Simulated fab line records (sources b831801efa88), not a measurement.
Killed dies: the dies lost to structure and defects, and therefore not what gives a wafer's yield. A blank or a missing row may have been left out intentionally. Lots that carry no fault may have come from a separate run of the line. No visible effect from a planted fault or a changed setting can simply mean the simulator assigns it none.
2 desks looking at one fault    flow sky130    numbers are kept per desk, each desk with only its own; the story behind them comes last

== TOOL OWNER'S DESK, plasma-asher-04 ==
The tool's own readings at SKY_SD_P_STRIP_10 (strips in O2/N2): means of the sampled wafers that have a number, for each lot that ran on this tool. If a lot's mean is further than 4 standard deviations from the usual mean, the lot is out of limits and carries the mark OUT (the distance appears in the brackets).
Columns: A = drypump-motor-current-A at SKY_SD_P_STRIP_10, usual 5.6 A; B = n2-flow-sccm at SKY_SD_P_STRIP_10, usual 300.1 sccm; C = oes-product-au at SKY_SD_P_STRIP_10, usual 0.618 a.u.; D = strip-time-to-endpoint-s at SKY_SD_P_STRIP_10, usual 17.51 s
lot   first seen here  A    B      C                D
L528  day 24 23:49     5.4  301.5  0.624            17.56
L537  day 29 05:28     5.4  300.7  0.617            17.47
L544  day 31 00:25     5.4  299.9  0.721 (+25) OUT  -
L551  day 33 03:51     5.5  298.9  0.620            17.49
This desk's verdict: out of limits on L544, starting with L544 at day 31 00:25 (oes-product-au at SKY_SD_P_STRIP_10). L528, L537, L551: within limits.

== FROM THE METROLOGY DESK ==
What the gauges read, lot by lot, whatever tool the lot ran on: means of the sampled wafers that have a number. If a lot's mean is further than 4 standard deviations from the usual mean, the lot is out of limits and carries the mark OUT (the distance appears in the brackets).
Columns: A = LDD_LDN_TW at SKY_LDD_LDN_TW_MEAS_13, usual 1487; B = cd-nm at SKY_POLY_CUT_CD_MEAS_08, usual 269.9 nm; C = RES_XHIGH_TW at SKY_RES_XHIGH_TW_MEAS_09, usual 1654
lot   first seen here  A     B      C
L528  day 22 08:53     1499  271.2  1641
L530  day 23 06:02     1489  269.0  1638
L531  day 25 02:47     1494  270.2  1637
L533  day 25 16:05     1484  271.3  1666
L532  day 25 19:47     1481  270.0  1648
L534  day 25 22:57     1493  270.4  1669
L535  day 26 08:04     1491  270.5  1673
L537  day 26 17:13     1487  270.3  1662
L542  day 28 01:03     1486  270.6  1631
L543  day 28 08:19     1487  272.2  1647
L544  day 28 13:29     1473  267.9  30 (-99 or more) OUT
L550  day 30 09:42     1485  272.4  1652
L551  day 30 19:23     1486  267.9  1632
Per this desk, out of limits: L544; the first was L544, day 32 04:43 (RES_XHIGH_TW at SKY_RES_XHIGH_TW_MEAS_09). L528, L530, L531, L533, L532, L534, L535, L537, L542, L543, L550, L551: within limits.

== PUT TOGETHER ==
On L544, at day 31 00:25, an alarm was possible from the tool owner's desk.
L544 would have let the metrology desk raise an alarm at day 32 04:43.
The lots listed all ran SKY_SD_P_STRIP_10 on plasma-asher-04.

== WHAT HAD BEEN PUT IN BY THE SIMULATOR ==
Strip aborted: plasma-asher-04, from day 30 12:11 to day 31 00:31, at SKY_SD_P_STRIP_10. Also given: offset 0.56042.
Struck lots among those shown: L544.
Time in hours from fault onset to the first out-of-limits reading at each desk: tool owner's desk 12, metrology desk 41.
